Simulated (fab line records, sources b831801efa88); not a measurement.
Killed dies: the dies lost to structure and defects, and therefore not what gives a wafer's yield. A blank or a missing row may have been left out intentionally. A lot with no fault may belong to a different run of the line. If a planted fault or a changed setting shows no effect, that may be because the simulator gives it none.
8D (eight disciplines) problem report, filled in by code || flow gf180mcu || the parts of the form that need people (team, actions taken, sign-off) are left out

== 1. WHAT IS WRONG ==
Across 5 wafers from 2 lots, NWELL_RS at GF_VT_IMPLANT_RS_MEAS_47 averages 480.9 ohm/sq, while fault-free wafers read 488.4 ohm/sq with a standard deviation of 1. That puts it -7.5 standard deviations away from the usual mean.
The step: measures by four-point-probe.
First seen on wafer L347.2, day 13 02:20, on film_metro-04. The record holds 38 wafers of 13 lots with a number at this step. Rule for "out", or "out of limits": more than 4 standard deviations from the usual mean. The rest of the wafers with a number are treated as sound.

== 2. WHAT IT IS AND WHAT IT IS NOT ==
{"question": "which readings at this step", "is": "NWELL_RS", "is not": "-"}
{"question": "which lots", "is": "L347, L348", "is not": "L327, L328, L329, L331, L333, L334, L336, L337, L341, L342, L343"}
{"question": "which wafers of those lots", "is": "all that have a number", "is not": "-"}
{"question": "read on which gauges", "is": "film_metro-01, film_metro-04", "is not": "film_metro-02"}
{"question": "when", "is": "from day 13 02:20", "is not": "up to then (33 sound wafers)"}

== 3. THE SUSPECTS, EACH WITH WHAT RULES IT OUT ==
Counting: any tool at a process step up to the reading is kept as a suspect provided that every lot that is out went through it and no sound lot did after the first of them.
- the gauge at GF_VT_IMPLANT_RS_MEAS_47 is ruled out. 2 gauges (film_metro-01, film_metro-04) read the wafers that are out.
- implanter-03 at GF_NWELL_IMPLANT_09: kept. It ran every lot that is out, first L347 (day 7 19:58), and no sound lot after that; its last sound lot up to then is L334 (day 5 00:13). Its own readings are out on those wafers: beam_on_s.
The count leaves implanter-03 at GF_NWELL_IMPLANT_09.

== 4. THE CAUSE (what the simulator had put in) ==
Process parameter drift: implanter-03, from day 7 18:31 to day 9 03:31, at GF_NWELL_IMPLANT_09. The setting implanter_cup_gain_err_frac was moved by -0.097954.
This tool alone remained once counting was done.

== 5. THE EFFECT CHAIN, in route order ==
Each row: a reading whose mean over the struck wafers that have a number lies more than 3 standard deviations from the usual. Scope: only readings with a usual standard deviation given in the record; hours: median across lots of the time from each lot's start at the first step in this table that gives one to its start at this step; sigmas: change in usual standard deviations.
{"hours": 0, "step": "GF_NWELL_IMPLANT_09", "reading": "beam_on_s", "usual": "10.02 s", "on struck wafers": 11.08, "change": "+1.06", "sigmas": "+5.1"}
{"hours": 0, "step": "GF_NWELL_IMPLANT_09", "reading": "faraday_current_uA", "usual": 22.5, "on struck wafers": 20.4, "change": -2.1, "sigmas": -4.5}
{"hours": 127, "step": "GF_VT_IMPLANT_RS_MEAS_47", "reading": "NWELL_RS", "usual": "488.4 ohm/sq", "on struck wafers": 480.9, "change": -7.5, "sigmas": -7.5}
Process steps it contains:
- GF_NWELL_IMPLANT_09
At these later measuring or inspecting steps, every struck wafer for which the step has a row has a number for every such reading, and none has moved that far: GF_M3_THK_MEAS_06.

== 6. HOW IT WOULD HAVE BEEN CAUGHT EARLIER ==
In this record the first reading out of limits at a measuring or inspecting step was taken at day 13 02:20, 128 hours after the fault began at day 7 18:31.
At GF_NWELL_IMPLANT_09, the tool's own readings (beam_on_s) were out on each struck wafer the step has a row for, so an alarm limit on them would have fired on the first such wafer.
By day 13 02:20, every lot that is out (2) had started GF_NWELL_IMPLANT_09 on implanter-03. A hold on the tool at that time would have spared none of them.
